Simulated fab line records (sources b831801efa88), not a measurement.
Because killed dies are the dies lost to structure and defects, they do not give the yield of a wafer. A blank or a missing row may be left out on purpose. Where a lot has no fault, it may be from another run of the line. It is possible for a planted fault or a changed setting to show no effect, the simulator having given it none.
fab line records ; flow sfq_line
record: lots: 6; wafers: 17; last_day: 81
route steps=325 shown C5@250 M6@251
lots untouched by any fault: they come from a run of this same line in which no faults occurred
start_h: hours from the record's opening day to when the first of the lot's shown wafers began ; wait_h: hours elapsed since this lot's preceding step ; " identical to the entry in the row above ; L1.1+2: several wafers, shown together as one row ; - no value, or no start was given ; * or withheld: withheld ; < > ~ a bound
route shown NAME@n: names a module that has steps shown in the file, with the first one's number in the route ; usual: mean/standard deviation of fault-free wafers ; same: alike in all rows ; chamber/n: place in a boat ; sites: the reading at each site ; _std_site: standard deviation across them ; _edge_site: the outer-site mean with the inner-site mean subtracted ; radius_mm: for every site, how far away it sits from the centre of the wafer ; mask NAME#n: copy n ; behind: tool/chamber where the wafer was last shaped ; hold: cause of the lot's hold/its duration in hours/its outcome ; device: which transistor (n, p or np) failed to switch ; end of line: the route-end tests of the same wafers ; a step with no rows: only its recipe ; killed: count of dies lost to structure and defects at first sort (not the wafer's yield) ; map: shows each die of a wafer: x if killed, . if not, _ if none is there
set.NAME: the setting that was run; set.NAME@STEP: the one run at that earlier step ; model.NAME: the simulator's own value behind a step, which no gauge read
a table for each step, a row for each wafer; lots at some steps of the route
services: a tool's chamber out of use, with start hour (start_h, from the record's first day; less than 0 if before it), hours out, and reason
== steps ==
step: SFQ_TRILAYER_C5_STRIP_SOLV_CLEAN_156
recipe: chemistry: NMP; temp_c: 70; time_s: 600
step: SFQ_TRILAYER_M6_DEP_PRE_CLEAN_158
recipe: gas: Ar; time_s: 22.5; bias_v: 250
step: SFQ_TRILAYER_M6_DEP_SPUTTER_157
recipe: material: Nb; base_pressure_pa: 1.33e-06; chamber_pressure_pa: 0.1333; substrate_temp_c: 20; target_thk_nm: 200; power_w: 2000; time_s: 133.3
usual: throttle_valve_pct: 29.8/1.4
lot.wafer;tool;chamber;start_h;wait_h;throttle_valve_pct
L246.3;pvd_sputter-06;-;1262.75;0.0;29.0
L246.5;pvd_sputter-06;-;1262.75;0.0;28.7
L246.6;pvd_sputter-06;-;1262.75;0.0;31.2
L248.3;pvd_sputter-03;-;1272.08;0.0;32.1
L248.6;pvd_sputter-03;-;1272.08;0.0;32.4
L256.2;pvd_sputter-06;-;1656.20;0.0;31.2
L256.4;pvd_sputter-06;-;1656.20;0.0;29.0
L256.6;pvd_sputter-06;-;1656.20;0.0;29.0
L258.1;pvd_sputter-03;-;1659.98;0.0;27.9
L258.3;pvd_sputter-03;-;1659.98;0.0;32.0
L258.6;pvd_sputter-03;-;1659.98;0.0;30.4
L260.2;pvd_sputter-06;-;1665.20;0.0;28.7
L260.3;pvd_sputter-06;-;1665.20;0.0;28.5
L260.6;pvd_sputter-06;-;1665.20;0.0;28.6
L261.1;pvd_sputter-03;-;1665.80;0.0;28.2
L261.3;pvd_sputter-03;-;1665.80;0.0;32.1
L261.6;pvd_sputter-03;-;1665.80;0.0;30.5
step: SFQ_M6_RS_MEAS_938
recipe: thk_meas_gauge: four-point-probe; reads: Nb_of_TRILAYER_M6_DEP_SPUTTER_157
usual: M6_NB_RS: 0.887/0.01
lot.wafer;tool;chamber;start_h;wait_h;M6_NB_RS[ohm/sq]
L246.3;film_metro-03;-;1262.88;0.1;0.889
L246.5;film_metro-03;-;1262.88;0.1;0.895
L246.6;film_metro-03;-;1262.88;0.1;0.884
L248.3;film_metro-03;-;1272.21;0.1;0.887
L248.6;film_metro-03;-;1272.21;0.1;0.890
L256.2;film_metro-03;-;1656.31;0.1;0.888
L256.4;film_metro-03;-;1656.31;0.1;0.897
L256.6;film_metro-03;-;1656.31;0.1;0.900
L258.1;film_metro-02;-;1660.07;0.0;0.891
L258.3;film_metro-02;-;1660.07;0.0;0.888
L258.6;film_metro-02;-;1660.07;0.0;0.901
L260.2;film_metro-03;-;1665.31;0.1;0.888
L260.3;film_metro-03;-;1665.31;0.1;0.898
L260.6;film_metro-03;-;1665.31;0.1;0.899
L261.1;film_metro-01;-;1665.89;0.0;0.887
L261.3;film_metro-01;-;1665.89;0.0;0.895
L261.6;film_metro-01;-;1665.89;0.0;0.904
step: SFQ_TRILAYER_M6_LITHO_COAT_164
recipe: resist: BARC; spin_rpm: 3000; resist_thk_nm: 62
step: SFQ_TRILAYER_M6_LITHO_COAT_159
recipe: resist: KrF; spin_rpm: 3000; resist_thk_nm: 600
step: SFQ_TRILAYER_M6_LITHO_SOFTBAKE_163
recipe: temp_c: withheld; time_s: withheld; resist: KrF
step: SFQ_TRILAYER_M6_LITHO_EXPOSE_160
recipe: mask_id: M6; na: 0.6; source_shape: conventional; sigma_outer: 0.65; target_cd_nm: 500; dose_mj: 14.4
step: SFQ_TRILAYER_M6_LITHO_PEB_162
recipe: peb_temp_c: 115; peb_time_s: 60; resist: KrF
step: SFQ_TRILAYER_M6_LITHO_DEVELOP_161
recipe: time_s: 60; resist: KrF
step: SFQ_M6_OVL_MEAS_940
usual: M6_OVL: 0/5.3
lot.wafer;tool;chamber;start_h;wait_h;M6_OVL[nm]
L246.3;overlay-02;-;1386.72;0.1;-9
L246.5;overlay-02;-;1386.72;0.1;-4
L246.6;overlay-02;-;1386.72;0.1;-9
L248.3;overlay-02;-;1396.62;0.1;-5
L248.6;overlay-02;-;1396.62;0.1;-2
L256.2;overlay-01;-;1728.60;0.1;-1
L256.4;overlay-01;-;1728.60;0.1;-2
L256.6;overlay-01;-;1728.60;0.1;-2
L258.1;overlay-02;-;1732.19;0.1;-1
L258.3;overlay-02;-;1732.19;0.1;-3
L258.6;overlay-02;-;1732.19;0.1;1
L260.2;overlay-02;-;1734.60;0.1;0
L260.3;overlay-02;-;1734.60;0.1;-4
L260.6;overlay-02;-;1734.60;0.1;-4
L261.1;overlay-01;-;1735.79;0.1;0
L261.3;overlay-01;-;1735.79;0.1;-1
L261.6;overlay-01;-;1735.79;0.1;2
step: SFQ_TRILAYER_M6_BARC_OPEN_METAL_ETCH_206
recipe: mask_material: PR; chemistry: O2; target_depth_nm: 125; target: BARC; icp_w: 600; bias_w: 80; pressure_mtorr: 10; time_s: 41.7
usual: drypump_motor_current_A: 5.9/0.41; oes_product_au: 0.685/0.0046; run_length_s: 70.3/0.73
lot.wafer;tool;chamber;start_h;wait_h;drypump_motor_current_A;oes_product_au;rf_hours_counter_h;run_length_s;model.KrF_of_TRILAYER_M6_LITHO_COAT_159.thk_nm
L246.3;rie_metal-04;0;1386.76;0.0;6.3;0.690;-;70.5;523.1
L246.5;rie_metal-04;0;1386.76;0.0;6.3;0.683;-;70.3;524.5
L246.6;rie_metal-04;1;1386.76;0.0;5.7;0.750;-;65.4;532.5
L248.3;rie_metal-04;1;1396.67;0.0;5.7;0.682;-;70.7;525.5
L248.6;rie_metal-04;0;1396.67;0.0;6.3;0.751;-;65.7;529.7
L256.2;rie_metal-02;0;1728.63;0.0;6.5;0.679;60;70.4;520.8
L256.4;rie_metal-02;0;1728.63;0.0;6.5;0.692;-;70.7;519.6
L256.6;rie_metal-02;0;1728.63;0.0;6.5;0.681;-;70.3;520.3
L258.1;rie_metal-01;0;1732.23;0.0;5.8;0.685;117;69.7;519.7
L258.3;rie_metal-01;1;1732.23;0.0;5.7;0.687;-;70.4;521.9
L258.6;rie_metal-01;1;1732.23;0.0;5.7;0.684;-;70.4;523.6
L260.2;rie_metal-01;0;1734.63;0.0;5.8;0.684;118;70.0;523.2
L260.3;rie_metal-01;0;1734.63;0.0;5.8;0.692;-;69.7;521.1
L260.6;rie_metal-01;1;1734.63;0.0;5.7;0.698;-;69.9;523.3
L261.1;rie_metal-04;0;1735.83;0.0;6.3;0.676;24;70.4;520.4
L261.3;rie_metal-04;1;1735.83;0.0;5.7;0.686;-;70.3;523.7
L261.6;rie_metal-04;0;1735.83;0.0;6.3;0.685;-;70.7;523.7
step: SFQ_TRILAYER_M6_ETCH_METAL_ETCH_162
recipe: target: Nb; stop_on: SiO2; mask_material: PR; chemistry: Cl2/Ar; target_depth_nm: 240; icp_w: 600; bias_w: 80; pressure_mtorr: 10; time_s: 120
usual: drypump_motor_current_A: 5.9/0.4; oes_product_au: 0.896/0.007; run_length_s: 148.5/0.35
lot.wafer;tool;chamber;start_h;wait_h;drypump_motor_current_A;oes_product_au;rf_hours_counter_h;run_length_s;model.KrF_of_TRILAYER_M6_LITHO_COAT_159.thk_nm
L246.3;rie_metal-04;0;1386.84;0.1;6.3;0.890;-;148.5;379.3
L246.5;rie_metal-04;0;1386.84;0.1;6.3;0.890;-;148.8;380.3
L246.6;rie_metal-04;1;1386.84;0.1;5.7;0.902;-;148.3;391.9
L248.3;rie_metal-04;1;1396.75;0.1;5.7;0.891;-;148.7;383.3
L248.6;rie_metal-04;0;1396.75;0.1;6.3;0.889;-;148.6;384.6
L256.2;rie_metal-02;0;1728.69;0.0;6.5;0.905;60;148.8;376.6
L256.4;rie_metal-02;0;1728.69;0.0;6.5;0.895;-;148.6;375.8
L256.6;rie_metal-02;0;1728.69;0.0;6.5;0.887;-;148.7;377.5
L258.1;rie_metal-01;0;1732.29;0.0;5.8;0.897;117;147.9;374.1
L258.3;rie_metal-01;1;1732.29;0.0;5.7;0.897;-;149.0;381.8
L258.6;rie_metal-01;1;1732.29;0.0;5.7;0.890;-;148.9;383.7
L260.2;rie_metal-01;0;1734.69;0.0;5.8;0.889;118;147.9;378
L260.3;rie_metal-01;0;1734.69;0.0;5.8;0.895;-;148.0;376.4
L260.6;rie_metal-01;1;1734.69;0.0;5.8;0.889;-;148.2;383.2
L261.1;rie_metal-04;0;1735.89;0.0;6.4;0.896;24;148.7;376.4
L261.3;rie_metal-04;1;1735.89;0.0;5.7;0.895;-;148.4;381.4
L261.6;rie_metal-04;0;1735.89;0.0;6.3;0.889;-;148.7;378.8
step: SFQ_TRILAYER_M6_STRIP_STRIP_163
recipe: gas: O2; power_w: 200; platen_temp_c: 40; overash_fraction: 0.65; chemistry: O2; pressure_mtorr: 50
usual: drypump_motor_current_A: 5.9/0.4; oes_product_au: 1.006/0.0097
lot.wafer;tool;chamber;start_h;wait_h;drypump_motor_current_A;oes_product_au;rf_hours_counter_h
L246.3;rie_metal-04;0;1387.12;0.2;6.3;1.013;-
L246.5;rie_metal-04;0;1387.12;0.2;6.3;1.010;-
L246.6;rie_metal-04;1;1387.12;0.2;5.7;0.999;-
L248.3;rie_metal-04;1;1397.03;0.2;5.7;1.000;-
L248.6;rie_metal-04;0;1397.03;0.2;6.3;1.018;-
L256.2;rie_metal-02;0;1728.81;0.1;6.5;1.013;60
L256.4;rie_metal-02;0;1728.81;0.1;6.5;1.017;-
L256.6;rie_metal-02;0;1728.81;0.1;6.5;1.015;-
L258.1;rie_metal-01;0;1732.41;0.1;5.8;1.027;117
L258.3;rie_metal-01;1;1732.41;0.1;5.7;1.004;-
L258.6;rie_metal-01;1;1732.41;0.1;5.7;1.009;-
L260.2;rie_metal-01;0;1734.81;0.1;5.8;1.011;118
L260.3;rie_metal-01;0;1734.81;0.1;5.8;1.013;-
L260.6;rie_metal-01;1;1734.81;0.1;5.7;0.984;-
L261.1;rie_metal-04;0;1736.01;0.1;6.3;1.002;25
L261.3;rie_metal-04;1;1736.01;0.1;5.7;0.995;-
L261.6;rie_metal-04;0;1736.01;0.1;6.3;1.006;-
== services ==
tool;chamber;start_h;hours;kind
rie_metal-02;-;1248.71;1.4;pm
rie_metal-01;1;1255.69;4.8;repair
rie_metal-02;-;1272.87;14.6;pm
pvd_sputter-06;-;1312.77;3.5;repair
rie_metal-04;-;1313.00;1.2;repair
pvd_sputter-06;-;1352.64;4.4;repair
pvd_sputter-06;-;1362.41;5.3;repair
pvd_sputter-06;-;1375.19;56.8;repair
rie_metal-02;0;1416.76;6.2;repair
rie_metal-01;-;1422.01;0.2;repair
rie_metal-01;-;1440.84;1.4;pm
pvd_sputter-06;-;1476.64;0.8;repair
pvd_sputter-06;-;1548.24;86.3;repair
rie_metal-04;0;1556.05;-;clean
rie_metal-04;0;1556.05;-;consumable_replace:focus_ring
rie_metal-04;-;1576.27;0.4;repair
rie_metal-02;-;1603.00;3.8;repair
rie_metal-02;-;1624.61;2.8;pm
rie_metal-01;-;1634.47;2.8;pm
rie_metal-01;0;1641.37;4.1;repair
pvd_sputter-06;-;1690.92;3.0;repair
rie_metal-02;1;1699.75;17.9;repair
pvd_sputter-03;-;1715.62;0.6;repair
pvd_sputter-03;-;1729.07;1.0;repair
== key ==
first_sign: step: SFQ_TRILAYER_M6_BARC_OPEN_METAL_ETCH_206; reading: oes_product_au; direction: up; sigmas: 14; usual: 0.685; struck: 0.750
effect: step: SFQ_TRILAYER_M6_BARC_OPEN_METAL_ETCH_206; reading: run_length_s; direction: down; sigmas: 6.5; usual: *; struck: *
model_effect: step: SFQ_TRILAYER_M6_BARC_OPEN_METAL_ETCH_206; value: KrF_of_TRILAYER_M6_LITHO_COAT_159.thk_nm; without: 525; struck: 531.1
model_effect: step: SFQ_TRILAYER_M6_ETCH_METAL_ETCH_162; value: KrF_of_TRILAYER_M6_LITHO_COAT_159.thk_nm; without: 382.1; struck: 388.3
met_at SFQ_TRILAYER_M6_BARC_OPEN_METAL_ETCH_206
struck_wafers L246.6,L248.6
fault: kind: process_parameter_drift; tool: rie_metal-04; chamber: -; onset_h: 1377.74; steps: SFQ_TRILAYER_M6_BARC_OPEN_METAL_ETCH_206; channel: time_s; offset: *; shape: step; end_h: 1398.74; scope: struck_wafers_only; acts_in: *; stated: *
